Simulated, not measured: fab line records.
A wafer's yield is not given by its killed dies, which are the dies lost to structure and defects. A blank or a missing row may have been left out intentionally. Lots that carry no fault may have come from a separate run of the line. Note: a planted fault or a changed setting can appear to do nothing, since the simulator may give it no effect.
Check for tools in common :: flow sky130 :: Sampled: 12 lots, 36 wafers

## WHY IT WAS OPENED
On 2 of the 12 lots, a flag is raised at SKY_POLY_GATE_CD_MEAS_13 on the reading cd nm. Fault-free wafers read 149.8 nm, with a standard deviation of 1.2.
Rule: flag the lot when none of its wafers has a number, or when each of its wafers that has one lies beyond 4 standard deviations from that mean. All remaining lots are regarded as sound.

lot: L164
measured: day 16 07:17
on: cd sem-02
cd nm (nm), wafer by wafer: 149.1 150.0 148.9
flag: 

lot: L167
measured: day 17 17:04
on: cd sem-01
cd nm (nm), wafer by wafer: 151.0 149.7 150.8
flag: 

lot: L168
measured: day 17 17:11
on: cd sem-02
cd nm (nm), wafer by wafer: 150.2 151.4 151.3
flag: 

lot: L169
measured: day 18 12:52
on: cd sem-01
cd nm (nm), wafer by wafer: 151.8 151.0 151.1
flag: 

lot: L170
measured: day 18 23:52
on: cd sem-01
cd nm (nm), wafer by wafer: 149.5 149.2 148.6
flag: 

lot: L173
measured: day 20 02:37
on: cd sem-01
cd nm (nm), wafer by wafer: 150.6 150.4 151.0
flag: 

lot: L177
measured: day 21 15:41
on: cd sem-02
cd nm (nm), wafer by wafer: 148.3 149.9 149.1
flag: 

lot: L180
measured: day 22 16:33
on: cd sem-01
cd nm (nm), wafer by wafer: 150.9 150.2 150.3
flag: 

lot: L185
measured: day 24 02:20
on: cd sem-02
cd nm (nm), wafer by wafer: 144.3 143.9 143.1
flag: FLAGGED

lot: L184
measured: day 24 09:18
on: cd sem-01
cd nm (nm), wafer by wafer: 148.3 151.2 150.4
flag: 

lot: L186
measured: day 24 17:34
on: cd sem-01
cd nm (nm), wafer by wafer: 144.6 144.9 144.4
flag: FLAGGED

lot: L187
measured: day 24 17:56
on: cd sem-02
cd nm (nm), wafer by wafer: 149.3 149.1 148.3
flag: 
The numbers of the flagged lots are 144.2 nm on average: -5.6 nm against the usual, or -5 standard deviations.

## WHICH TOOL EACH LOT WENT THROUGH
Before the reading, the record contains 2 process steps out of a 708-step route. Each cell gives the tool, then ch followed by the chambers the sampled wafers passed through, then the start.
lot: L164
flag: 
SKY_SONOS_ONO_ETCH_15: rie diel-04 ch 0,1, day 12 14:52
SKY_POLY_GATE_DEVELOP_12: litho track-02 ch 0, day 16 07:00

lot: L167
flag: 
SKY_SONOS_ONO_ETCH_15: rie diel-01 ch 1,3, day 13 23:35
SKY_POLY_GATE_DEVELOP_12: litho track-03 ch 0, day 17 16:00

lot: L168
flag: 
SKY_SONOS_ONO_ETCH_15: rie diel-04 ch 1,2, day 13 23:22
SKY_POLY_GATE_DEVELOP_12: litho track-02 ch 0, day 17 17:00

lot: L169
flag: 
SKY_SONOS_ONO_ETCH_15: rie diel-02 ch 1,2,3, day 14 09:20
SKY_POLY_GATE_DEVELOP_12: litho track-03 ch 0, day 18 12:00

lot: L170
flag: 
SKY_SONOS_ONO_ETCH_15: rie diel-01 ch 0,1, day 14 23:02
SKY_POLY_GATE_DEVELOP_12: litho track-01 ch 0, day 18 23:00

lot: L173
flag: 
SKY_SONOS_ONO_ETCH_15: rie diel-02 ch 1,2,3, day 15 14:01
SKY_POLY_GATE_DEVELOP_12: litho track-03 ch 0, day 20 02:00

lot: L177
flag: 
SKY_SONOS_ONO_ETCH_15: rie diel-02 ch 0,2,3, day 17 06:08
SKY_POLY_GATE_DEVELOP_12: litho track-02 ch 0, day 21 15:00

lot: L180
flag: 
SKY_SONOS_ONO_ETCH_15: rie diel-01 ch 0,1,3, day 18 10:23
SKY_POLY_GATE_DEVELOP_12: litho track-01 ch 0, day 22 16:00

lot: L185
flag: FLAGGED
SKY_SONOS_ONO_ETCH_15: rie diel-01 ch 0,1,3, day 20 00:58
SKY_POLY_GATE_DEVELOP_12: litho track-03 ch 0, day 24 02:00

lot: L184
flag: 
SKY_SONOS_ONO_ETCH_15: rie diel-01 ch 0,2,3, day 20 04:40
SKY_POLY_GATE_DEVELOP_12: litho track-01 ch 0, day 24 09:00

lot: L186
flag: FLAGGED
SKY_SONOS_ONO_ETCH_15: rie diel-02 ch 0,1, day 20 07:50
SKY_POLY_GATE_DEVELOP_12: litho track-03 ch 0, day 24 17:00

lot: L187
flag: 
SKY_SONOS_ONO_ETCH_15: rie diel-04 ch 1,2, day 20 14:14
SKY_POLY_GATE_DEVELOP_12: litho track-01 ch 0, day 24 17:00
What these steps do:
- SKY_SONOS_ONO_ETCH_15: etches the open film in CHF3/O2, target depth 19.52 nm, time 7.8 s.
- SKY_POLY_GATE_DEVELOP_12: develop time 60 s.
- SKY_POLY_GATE_CD_MEAS_13: target cd 150 nm.

## FLAGGED AGAINST TOTAL, ONE TOOL AT A TIME (gauges that did the reading follow at the end)
step: SKY_SONOS_ONO_ETCH_15
tool: rie diel-01
lots run: 5
flagged: 1
share of the flagged lots: some
sound lots run after its first flagged lot: 1 (L184)

step: SKY_SONOS_ONO_ETCH_15
tool: rie diel-02
lots run: 4
flagged: 1
share of the flagged lots: some
sound lots run after its first flagged lot: 0

step: SKY_SONOS_ONO_ETCH_15
tool: rie diel-04
lots run: 3
flagged: 0
share of the flagged lots: none
sound lots run after its first flagged lot: -

step: SKY_POLY_GATE_DEVELOP_12
tool: litho track-01
lots run: 4
flagged: 0
share of the flagged lots: none
sound lots run after its first flagged lot: -

step: SKY_POLY_GATE_DEVELOP_12
tool: litho track-02
lots run: 3
flagged: 0
share of the flagged lots: none
sound lots run after its first flagged lot: -

step: SKY_POLY_GATE_DEVELOP_12
tool: litho track-03
lots run: 5
flagged: 2
share of the flagged lots: all
sound lots run after its first flagged lot: 0

step: SKY_POLY_GATE_CD_MEAS_13
tool: cd sem-01
lots run: 7
flagged: 1
share of the flagged lots: some
sound lots run after its first flagged lot: 0

step: SKY_POLY_GATE_CD_MEAS_13
tool: cd sem-02
lots run: 5
flagged: 1
share of the flagged lots: some
sound lots run after its first flagged lot: 1 (L187)

## THE TABLE: WHAT IT ALLOWS
Rows of the table that ran each flagged lot: 1, that is litho track-03 at SKY_POLY_GATE_DEVELOP_12.
- litho track-03 at SKY_POLY_GATE_DEVELOP_12 ran 5 lots, 2 of them flagged. A fault beginning between L173 (day 20 02:00), its last sound lot, and L185 (day 24 02:00), its first flagged one, fits the data.
litho track-03 at SKY_POLY_GATE_DEVELOP_12 is the single tool remaining.

## WHAT THE SIMULATOR HAD PUT IN
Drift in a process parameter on litho track-03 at SKY_POLY_GATE_DEVELOP_12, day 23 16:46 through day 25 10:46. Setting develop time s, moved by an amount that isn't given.
Struck lots among those shown: L185, L186. The rule given above showed the same thing.
